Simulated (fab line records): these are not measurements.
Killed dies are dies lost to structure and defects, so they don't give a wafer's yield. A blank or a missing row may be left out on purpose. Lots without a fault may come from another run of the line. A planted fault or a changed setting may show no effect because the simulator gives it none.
Matching of chambers ; flow gf180mcu ; pecvd-04 running GF_MIM_CVD_05: 3 sister chambers
The step deposits Si3N4, target thk 42 nm, time 29.086 s. 6 wafers are shown with their chamber, then 12 later ones without.

WAFERS WITH THEIR CHAMBER
wafer;chamber;rf fwd power W (W);heater power w (W)
L086.3;1;446.2;586
L087.2;2;442.7;713
L087.6;0;445.4;668
L090.3;1;445.4;619
L090.5;2;442.2;739
L090.6;0;445.0;620

WAFERS MISSING THEIR CHAMBER
wafer;rf fwd power W (W);heater power w (W)
L091.1;445.1;665
L091.4;443.6;587
L091.5;443.5;669
L093.2;442.2;591
L093.4;444.0;595
L093.5;446.4;558
L094.2;444.1;728
L094.3;447.2;665
L094.4;447.1;603
L095.2;447.0;549
L095.5;444.4;613
L095.6;444.1;733

EACH ONE'S CHAMBER
wafer;from the rows above;in truth
L091.1;0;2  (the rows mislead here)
L091.4;can't be placed: 0 or 1 or 2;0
L091.5;can't be placed: 2 or 0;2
L093.2;2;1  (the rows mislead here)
L093.4;can't be placed: 0 or 1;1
L093.5;1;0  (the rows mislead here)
L094.2;can't be placed: 2 or 0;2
L094.3;can't be placed: 1 or 0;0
L094.4;can't be placed: 1 or 0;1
L095.2;1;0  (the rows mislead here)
L095.5;can't be placed: 0 or 1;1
L095.6;can't be placed: 2 or 0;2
0 of 12 placed correctly. Not placeable from these rows: 8 (in 8, the candidates include the true chamber). Placed wrongly: 4.
How it was worked out, from the rows above alone: a wafer's distance from a chamber is the root of the sum, over the readings, of the square of ((its reading less the chamber's mean) divided by the reading's scatter). If the next closest chamber is less than 2 further off than the closest, the wafer can't be placed; otherwise it belongs to the closest. The mean given for a chamber averages the wafers shown for that chamber. The scatter: take each reading less its chamber's mean, square it, sum over the shown wafers, divide by the number of wafers less the number of chambers, and take the root.
